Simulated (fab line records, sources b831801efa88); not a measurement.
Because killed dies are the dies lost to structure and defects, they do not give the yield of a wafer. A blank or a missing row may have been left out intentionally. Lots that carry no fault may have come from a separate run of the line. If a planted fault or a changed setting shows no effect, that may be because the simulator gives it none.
2 desks, one fault ; flow sky130 ; only its own numbers are on each desk; what lay behind them is given at the end

## FROM THE METROLOGY DESK
What the gauges read for every lot (on any tool): the sampled wafers with a number, averaged. The brackets show how far a lot's mean lies from the usual mean; more than 4 standard deviations puts the lot out of limits, marked OUT.
Columns: A = cdNm at SKY_VT_ADJUST_HVTR_CD_MEAS_07, usual 379.2 nm
lot;first seen here;A
L151;day 9 08:52;378.5
L154;day 10 09:07;377.8
L156;day 10 21:15;380.7
L159;day 11 18:51;376.1
L160;day 12 02:29;376.6
L161;day 12 09:58;378.8
L163;day 13 00:51;379.1
L164;day 13 14:27;376.6
L166;day 13 23:25;381.1
L173;day 16 09:40;377.5
L174;day 16 15:10;382.7
This desk's verdict: no lot among the 11 shows anything out of limits.

## AT THE TOOL OWNER'S DESK: implanter-02
For each lot that ran on this tool, the mean over its sampled wafers that have a number, from the tool's own readings at SKY_POLY_GATE_IMPLANT_02. The brackets show how far a lot's mean lies from the usual mean; more than 4 standard deviations puts the lot out of limits, marked OUT.
Columns: A = beamOnS at SKY_POLY_GATE_IMPLANT_02, usual 37.0 s; B = doseIonsCm2 at SKY_POLY_GATE_IMPLANT_02, usual 7.701e+15; C = faradayCurrentUA at SKY_POLY_GATE_IMPLANT_02, usual 11552
lot;first seen here;A;B;C
L159;day 17 21:18;39.2;7.704e+15;10892
L161;day 18 17:49;39.7;7.696e+15;10770
L163;day 19 07:32;47.5;7.697e+15;9120
L164;day 20 06:47;43.6;7.709e+15;9983
L166;day 20 14:41;45.2;7.697e+15;9668
L174;day 23 14:41;38.3;7.688e+15;11106
This desk's verdict: no lot among the 6 shows anything out of limits.

## TAKEN TOGETHER
Nothing out of limits was seen by the metrology desk.
The tool owner's desk saw nothing out of limits.

## WHAT THE SIMULATOR HAD INSERTED
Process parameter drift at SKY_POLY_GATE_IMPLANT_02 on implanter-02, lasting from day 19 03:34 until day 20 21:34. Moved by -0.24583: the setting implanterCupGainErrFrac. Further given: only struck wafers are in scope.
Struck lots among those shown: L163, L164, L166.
